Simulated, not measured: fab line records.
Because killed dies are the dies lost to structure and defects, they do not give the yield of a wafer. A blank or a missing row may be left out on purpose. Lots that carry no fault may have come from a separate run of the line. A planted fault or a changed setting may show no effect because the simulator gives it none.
fab line records	flow sky130
record: lots: 15	wafers: 45	lastDay: 50
route steps=708 shown SD_P@322 RES_XHIGH@341 LI_CONTACT@376 LOCAL_INTERCONNECT@400 METAL1@450
lots with no fault: from the same line, run without faults
startH: hours from the record's first day to the start of the lot's first wafer shown	waitH: time in hours since the lot's previous step	" the same as in the row above	L1.1+2: a row that stands for several wafers	- value missing, or start not given	* or withheld: withheld	< > ~ a bound
route shown NAME@n: names a module that has steps shown in the file, with the first one's number in the route	usual: mean and standard deviation over wafers with no fault	same: alike in all rows	chamber/n: place in a boat	sites: readings site by site	_std_site: standard deviation across them	_edge_site: inner sites' mean taken away from outer sites' mean	radiusMm: for every site, how far away it sits from the centre of the wafer	mask NAME#n: copy n	behind: the tool/chamber that last shaped the wafer	hold: reason for holding the lot/hours on hold/outcome of the hold	device: transistor that didn't switch, given as n, p or np	end of line: the route-end tests of the same wafers	where a step has no rows: the recipe by itself	killed: dies that structure and defects cost at the first sort, which is not the same as the wafer's yield	map: a wafer's dies, marking killed ones x, the rest . and places with no die _
set.NAME: the setting that was run; set.NAME@STEP: the one run at that earlier step	model.NAME: the simulator's own value behind a step, which no gauge read
one table for each step of the route and one row for each wafer, over a sample of lots
services: when a tool's chamber went out of use (startH, in hours from the record's first day, below 0 if earlier), for how many hours, and the reason
== steps ==
step: SKY_SD_P_COAT_02
recipe: resist: NOVOLAK	spinRpm: 3000	resistThkNm: 1140
usual: chillPlateTempC: 23.02/0.12	dispensePressureKPa: 49/3.9
lot.wafer	tool	chamber	startH	waitH	chillPlateTempC	dispensePressureKPa
L634.2	lithoTrack-04	0	563.14	0.1	23.01	53
L634.5	"	0	"	"	23.06	53
L634.6	"	0	"	"	22.99	53
L637.1	lithoTrack-02	0	589.90	0.1	23.34	44
L637.3	"	0	"	"	23.09	44
L637.4	"	0	"	"	23.01	44
L638.1	lithoTrack-02	-	599.35	0.1	-	-
L638.2	"	-	"	"	-	-
L638.5	"	-	"	"	-	-
L639.1	lithoTrack-04	-	607.56	0.1	-	-
L639.2	"	-	"	"	-	-
L639.3	"	-	"	"	-	-
L640.1	lithoTrack-02	-	617.55	0.1	-	-
L640.2	"	-	"	"	-	-
L640.6	"	-	"	"	-	-
L646.2	lithoTrack-04	0	680.24	0.1	22.95	53
L646.3	"	0	"	"	23.00	53
L646.6	"	0	"	"	22.85	53
L647.3	lithoTrack-04	0	681.51	0.1	22.91	53
L647.4	"	0	"	"	22.89	53
L647.6	"	0	"	"	23.05	53
L649.4	lithoTrack-02	0	697.48	0.1	22.99	44
L649.5	"	0	"	"	22.90	44
L649.6	"	0	"	"	23.02	44
L651.1	lithoTrack-04	0	708.36	0.1	23.01	53
L651.2	"	0	"	"	23.02	53
L651.5	"	0	"	"	22.98	53
L652.2	lithoTrack-04	0	728.34	0.1	23.20	53
L652.3	"	0	"	"	23.20	53
L652.6	"	0	"	"	23.22	53
L653.1	lithoTrack-04	0	730.56	0.1	22.98	53
L653.3	"	0	"	"	23.12	53
L653.4	"	0	"	"	23.11	53
L654.3	lithoTrack-04	0	731.21	0.1	23.11	53
L654.4	"	0	"	"	23.13	53
L654.6	"	0	"	"	23.07	53
L655.2	lithoTrack-02	0	738.78	0.1	23.11	44
L655.4	"	0	"	"	23.02	44
L655.5	"	0	"	"	23.12	44
L656.1	lithoTrack-03	0	747.21	0.1	22.98	47
L656.3	"	0	"	"	23.08	47
L656.5	"	0	"	"	22.84	47
L657.2	lithoTrack-04	0	758.74	0.1	22.84	53
L657.3	"	0	"	"	23.09	53
L657.6	"	0	"	"	23.09	53
step: SKY_SD_P_CD_MEAS_07
recipe: targetCdNm: 380
usual: cdNm: 380.3/3
lot.wafer	tool	chamber	startH	waitH	cdNm
L634.2	cdSem-02	-	578.02	0.1	385.8
L634.5	"	-	"	"	380.2
L634.6	"	-	"	"	382.4
L637.1	cdSem-01	-	604.31	0.1	381.9
L637.3	"	-	"	"	381.8
L637.4	"	-	"	"	382.1
L638.1	cdSem-02	-	614.50	0.1	-
L638.2	"	-	"	"	-
L638.5	"	-	"	"	-
L639.1	cdSem-02	-	621.85	0.1	-
L639.2	"	-	"	"	-
L639.3	"	-	"	"	-
L640.1	cdSem-01	-	631.96	0.1	-
L640.2	"	-	"	"	-
L640.6	"	-	"	"	-
L646.2	cdSem-02	-	694.63	0.1	375.2
L646.3	"	-	"	"	376.6
L646.6	"	-	"	"	373.9
L647.3	cdSem-02	-	695.70	0.1	375.7
L647.4	"	-	"	"	378.1
L647.6	"	-	"	"	375.1
L649.4	cdSem-01	-	711.76	0.1	374.5
L649.5	"	-	"	"	376.5
L649.6	"	-	"	"	376.7
L651.1	cdSem-01	-	722.11	0.1	379.4
L651.2	"	-	"	"	377.9
L651.5	"	-	"	"	379.1
L652.2	cdSem-02	-	742.58	0.1	384.5
L652.3	"	-	"	"	383.6
L652.6	"	-	"	"	381.9
L653.1	cdSem-02	-	744.36	0.1	382.0
L653.3	"	-	"	"	383.5
L653.4	"	-	"	"	382.8
L654.3	cdSem-02	-	744.90	0.1	377.7
L654.4	"	-	"	"	380.7
L654.6	"	-	"	"	381.8
L655.2	cdSem-02	-	752.62	0.1	377.6
L655.4	"	-	"	"	378.2
L655.5	"	-	"	"	378.6
L656.1	cdSem-02	-	761.76	0.1	378.3
L656.3	"	-	"	"	378.9
L656.5	"	-	"	"	379.9
L657.2	cdSem-02	-	772.28	0.1	377.7
L657.3	"	-	"	"	377.8
L657.6	"	-	"	"	378.7
step: SKY_RES_XHIGH_TW_MEAS_09
usual: RES_XHIGH_TW: 1650/15
lot.wafer	tool	chamber	startH	waitH	RES_XHIGH_TW
L634.2	filmMetro-03	-	607.52	0.1	1657
L634.5	"	-	"	"	1663
L634.6	"	-	"	"	1654
L637.1	filmMetro-02	-	633.41	0.1	1630
L637.3	"	-	"	"	1648
L637.4	"	-	"	"	1649
L638.1	filmMetro-01	-	643.71	0.1	2871
L638.2	"	-	"	"	2867
L638.5	"	-	"	"	2857
L639.1	filmMetro-02	-	651.41	0.1	2904
L639.2	"	-	"	"	2889
L639.3	"	-	"	"	2893
L640.1	filmMetro-01	-	661.36	0.1	2862
L640.2	"	-	"	"	2859
L640.6	"	-	"	"	2858
L646.2	filmMetro-02	-	721.97	0.1	1659
L646.3	"	-	"	"	1655
L646.6	"	-	"	"	1655
L647.3	filmMetro-03	-	724.28	0.1	1676
L647.4	"	-	"	"	1670
L647.6	"	-	"	"	1672
L649.4	filmMetro-02	-	739.99	0.1	1656
L649.5	"	-	"	"	1662
L649.6	"	-	"	"	1654
L651.1	filmMetro-01	-	750.46	0.1	1628
L651.2	"	-	"	"	1624
L651.5	"	-	"	"	1636
L652.2	filmMetro-03	-	770.87	0.1	1670
L652.3	"	-	"	"	1656
L652.6	"	-	"	"	1670
L653.1	filmMetro-03	-	772.46	0.1	1667
L653.3	"	-	"	"	1668
L653.4	"	-	"	"	1664
L654.3	filmMetro-02	-	773.58	0.1	1643
L654.4	"	-	"	"	1648
L654.6	"	-	"	"	1653
L655.2	filmMetro-02	-	780.82	0.1	1641
L655.4	"	-	"	"	1649
L655.5	"	-	"	"	1646
L656.1	filmMetro-02	-	789.46	0.1	1640
L656.3	"	-	"	"	1651
L656.5	"	-	"	"	1652
L657.2	filmMetro-02	-	799.47	0.1	1647
L657.3	"	-	"	"	1659
L657.6	"	-	"	"	1649
step: SKY_LI_CONTACT_ETCH_14
recipe: chemistry: N2/H2	target: BARC	ionEnergyEv: 200	sourceW: 500	biasW: 100	pressureMtorr: 30	n2FlowSccm: 100	h2FlowSccm: 200	stopOn: SiO2	timeS: 45.9	targetDepthA: 600
usual: drypumpMotorCurrentA: 5.8/0.37	oesProductAu: 0.855/0.0051	throttleValvePct: 13.226/0.0088
lot.wafer	tool	chamber	startH	waitH	drypumpMotorCurrentA	oesProductAu	rfHoursCounterH	throttleValvePct
L634.2	rieDiel-04	3	666.82	0.0	5.7	0.858	17	13.234
L634.5	"	3	"	"	5.6	0.845	-	13.222
L634.6	"	2	"	"	6.2	0.849	-	13.234
L637.1	rieDiel-02	2	691.56	0.0	6.4	0.856	12	13.231
L637.3	"	0	"	"	5.2	0.854	18	13.238
L637.4	"	3	"	"	5.7	0.858	1	13.238
L638.1	rieDiel-02	1	702.76	0.0	5.7	0.864	10	13.238
L638.2	"	3	"	"	5.7	0.856	1	13.234
L638.5	"	1	"	"	5.7	0.855	-	13.231
L639.1	rieDiel-02	0	709.77	0.0	5.2	0.848	19	13.225
L639.2	"	1	"	"	5.8	0.859	10	13.212
L639.3	"	3	"	"	5.7	0.855	2	13.219
L640.1	rieDiel-01	3	718.72	0.0	5.3	0.854	13	13.218
L640.2	"	2	"	"	6.1	0.850	39	13.230
L640.6	"	0	"	"	5.7	0.849	-	13.225
L646.2	rieDiel-02	2	778.81	0.0	6.5	0.858	14	13.221
L646.3	"	0	"	"	5.2	0.862	20	13.229
L646.6	"	1	"	"	5.8	0.852	-	13.235
L647.3	rieDiel-02	1	780.76	0.0	5.8	0.851	12	13.232
L647.4	"	2	"	"	6.5	0.855	14	13.213
L647.6	"	0	"	"	5.2	0.858	-	13.228
L649.4	rieDiel-02	0	796.36	0.0	5.2	0.856	21	13.243
L649.5	"	1	"	"	5.8	0.854	-	13.224
L649.6	"	0	"	"	5.2	0.864	-	13.224
L651.1	rieDiel-01	0	806.77	0.0	5.7	0.855	5	13.225
L651.2	"	1	"	"	5.8	0.856	8	13.241
L651.5	"	0	"	"	5.7	0.852	-	13.237
L652.2	rieDiel-01	0	825.77	0.0	5.7	0.852	6	13.227
L652.3	"	3	"	"	5.3	0.858	17	13.227
L652.6	"	0	"	"	5.7	0.851	-	13.223
L653.1	rieDiel-02	2	827.40	0.0	6.4	0.848	15	13.226
L653.3	"	1	"	"	5.7	0.847	14	13.230
L653.4	"	1	"	"	5.8	0.846	-	13.218
L654.3	rieDiel-04	1	828.69	0.0	6.1	0.853	9	13.227
L654.4	"	2	"	"	6.2	0.853	6	13.225
L654.6	"	2	"	"	6.2	0.852	-	13.230
L655.2	rieDiel-02	2	836.26	0.0	6.5	0.866	16	13.240
L655.4	"	1	"	"	5.7	0.857	14	13.227
L655.5	"	3	"	"	5.7	0.859	-	13.242
L656.1	rieDiel-02	1	844.67	0.0	5.8	0.860	14	13.218
L656.3	"	0	"	"	5.2	0.852	22	13.230
L656.5	"	1	"	"	5.8	0.852	-	13.218
L657.2	rieDiel-01	2	855.12	0.0	6.1	0.853	1	13.228
L657.3	"	1	"	"	5.8	0.855	10	13.211
L657.6	"	3	"	"	5.3	0.854	-	13.236
step: SKY_LOCAL_INTERCONNECT_ETCH_13
recipe: chemistry: N2/H2	target: BARC	ionEnergyEv: 200	biasW: 100	pressureMtorr: 30	n2FlowSccm: 100	h2FlowSccm: 200	icpW: 500	stopOn: SiO2	timeS: 45.9	targetDepthA: 600
usual: drypumpMotorCurrentA: 5.8/0.5	oesProductAu: 0.855/0.0049	throttleValvePct: 13.224/0.009
lot.wafer	tool	chamber	startH	waitH	drypumpMotorCurrentA	oesProductAu	rfHoursCounterH	throttleValvePct
L634.2	rieMetal-02	0	696.77	0.0	6.5	0.860	12	13.225
L634.5	"	1	"	"	6.0	0.859	-	13.222
L634.6	"	0	"	"	6.6	0.863	-	13.215
L637.1	rieMetal-02	1	720.67	0.0	6.0	0.865	9	13.221
L637.3	"	0	"	"	6.6	0.858	-	13.234
L637.4	"	1	"	"	6.0	0.845	-	13.228
L638.1	rieMetal-04	1	731.37	0.0	5.1	0.857	8	13.233
L638.2	"	0	"	"	5.9	0.860	4	13.223
L638.5	"	0	"	"	5.9	0.861	-	13.229
L639.1	rieMetal-02	1	738.97	0.0	6.0	0.867	9	13.220
L639.2	"	0	"	"	6.6	0.852	13	13.236
L639.3	"	0	"	"	6.6	0.855	-	13.212
L640.1	rieMetal-04	0	748.37	0.0	5.9	0.854	4	13.222
L640.2	"	1	"	"	5.1	0.849	9	13.228
L640.6	"	0	"	"	5.9	0.856	-	13.222
L646.2	rieMetal-02	1	807.56	0.0	6.1	0.847	12	13.226
L646.3	"	0	"	"	6.6	0.857	-	13.227
L646.6	"	1	"	"	6.0	0.853	-	13.212
L647.3	rieMetal-04	0	809.23	0.0	5.9	0.851	-	13.226
L647.4	"	1	"	"	5.1	0.851	-	13.218
L647.6	"	0	"	"	5.9	0.852	-	13.219
L649.4	rieMetal-02	1	824.59	0.0	6.0	0.850	-	13.234
L649.5	"	0	"	"	6.5	0.855	-	13.239
L649.6	"	1	"	"	6.0	0.844	-	13.218
L651.1	rieMetal-02	1	834.87	0.0	6.1	0.850	13	13.217
L651.2	"	0	"	"	6.6	0.853	17	13.236
L651.5	"	0	"	"	6.6	0.858	-	13.222
L652.2	rieMetal-04	1	854.42	0.0	5.1	0.852	13	13.235
L652.3	"	1	"	"	5.1	0.853	-	13.225
L652.6	"	1	"	"	5.1	0.854	-	13.212
L653.1	rieMetal-03	0	855.77	0.0	5.4	0.851	9	13.220
L653.3	"	0	"	"	5.4	0.851	-	13.216
L653.4	"	1	"	"	5.5	0.856	-	13.223
L654.3	rieMetal-02	0	855.98	0.0	6.6	0.853	-	13.217
L654.4	"	1	"	"	6.0	0.857	-	13.211
L654.6	"	0	"	"	6.6	0.854	-	13.221
L655.2	rieMetal-04	0	864.87	0.0	5.9	0.858	9	13.221
L655.4	"	0	"	"	5.9	0.858	-	13.212
L655.5	"	0	"	"	5.9	0.855	-	13.213
L656.1	rieMetal-04	1	873.16	0.0	5.1	0.855	14	13.224
L656.3	"	0	"	"	5.9	0.854	-	13.221
L656.5	"	0	"	"	5.9	0.861	-	13.222
L657.2	rieMetal-04	1	882.57	0.0	5.1	0.853	14	13.240
L657.3	"	0	"	"	5.9	0.858	-	13.219
L657.6	"	1	"	"	5.1	0.851	-	13.215
step: SKY_METAL1_OVL_MEAS_16
usual: METAL1_OVL: 0/5.3
lot.wafer	tool	chamber	startH	waitH	METAL1_OVL[nm]
L634.2	overlay-01	-	756.09	0.1	-4
L634.5	"	-	"	"	-10
L634.6	"	-	"	"	-4
L637.1	overlay-02	-	779.78	0.1	0
L637.3	"	-	"	"	-3
L637.4	"	-	"	"	-5
L638.1	overlay-01	-	790.78	0.1	-2
L638.2	"	-	"	"	3
L638.5	"	-	"	"	3
L639.1	overlay-02	-	797.73	0.1	-2
L639.2	"	-	"	"	-4
L639.3	"	-	"	"	10
L640.1	overlay-02	-	806.88	0.1	0
L640.2	"	-	"	"	-3
L640.6	"	-	"	"	4
L646.2	overlay-02	-	864.74	0.1	-13
L646.3	"	-	"	"	2
L646.6	"	-	"	"	-3
L647.3	overlay-02	-	866.19	0.1	0
L647.4	"	-	"	"	-9
L647.6	"	-	"	"	-2
L649.4	overlay-01	-	880.75	0.1	5
L649.5	"	-	"	"	12
L649.6	"	-	"	"	15
L651.1	overlay-02	-	890.43	0.1	-3
L651.2	"	-	"	"	-6
L651.5	"	-	"	"	1
L652.2	overlay-02	-	908.94	0.1	-1
L652.3	"	-	"	"	2
L652.6	"	-	"	"	8
L653.1	overlay-01	-	910.18	0.1	-5
L653.3	"	-	"	"	-10
L653.4	"	-	"	"	-4
L654.3	overlay-02	-	910.84	0.1	10
L654.4	"	-	"	"	-3
L654.6	"	-	"	"	-8
L655.2	overlay-02	-	918.59	0.1	4
L655.4	"	-	"	"	-4
L655.5	"	-	"	"	-10
L656.1	overlay-01	-	926.87	0.1	5
L656.3	"	-	"	"	7
L656.5	"	-	"	"	4
L657.2	overlay-01	-	935.91	0.1	0
L657.3	"	-	"	"	4
L657.6	"	-	"	"	-1
== services ==
tool	chamber	startH	hours	kind
rieDiel-02	-	545.48	0.4	repair
rieDiel-04	-	557.84	1.0	repair
rieMetal-03	1	588.92	35.3	repair
rieMetal-03	-	603.57	1.5	repair
rieDiel-02	3	613.18	12.4	repair
rieDiel-04	-	621.68	0.1	repair
rieDiel-02	3	625.60	-	clean
rieDiel-02	3	625.60	12.8	scheduledDown
rieDiel-02	3	625.60	12.8	ventCycle
rieDiel-04	-	630.53	2.8	pm
rieMetal-04	0	643.43	19.0	repair
rieDiel-02	2	663.51	6.9	repair
rieDiel-01	0	667.44	16.9	repair
rieDiel-01	-	695.31	3.6	repair
rieDiel-02	-	714.33	1.3	repair
rieDiel-01	0	728.26	2.7	repair
rieMetal-03	0	764.95	20.9	repair
rieDiel-01	1	784.23	1.2	repair
rieDiel-01	0	811.05	5.0	repair
rieDiel-02	3	824.09	6.3	repair
rieDiel-02	1	829.79	5.2	repair
rieMetal-02	-	861.96	14.6	pm
rieDiel-04	-	872.70	1.5	repair
rieDiel-01	2	878.85	34.8	repair
== key ==
firstSign: step: SKY_SD_P_COAT_02	reading: toolRecord	direction: missing
effect: step: SKY_SD_P_CD_MEAS_07	reading: cdNm	direction: missing
effect: step: SKY_RES_XHIGH_TW_MEAS_09	reading: RES_XHIGH_TW	direction: up	sigmas: 82	usual: 1650	struck: 2873
metAt SKY_SD_P_COAT_02
struckLots L638,L639,L640
sortLeftOut L638.1,L638.2,L638.5,L639.1,L639.2,L639.3,L640.1,L640.2,L640.6
testerLeftOut L638,L639,L640
notActingAt SKY_LI_CONTACT_ETCH_14,SKY_LOCAL_INTERCONNECT_ETCH_13,SKY_METAL1_OVL_MEAS_16
onsetBetween 589.90 599.35
fault: kind: skippedStepWhole	tool: lithoTrack-02,lithoTrack-04	chamber: -	onsetH: 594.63	steps: SKY_SD_P_COAT_02	scope: struckLotsOnly
testerLeftOut: of these lots the tester's yield and bins aren't shown, on N5 and GAA mostly nor the transistor test; their killed dies are dies lost to structure and defects alone, not to doping, threshold or leakage, so they don't give the yield
sortLeftOut: the simulated sort isn't trusted on such a fault, so these wafers' sort isn't shown, and their yield isn't known
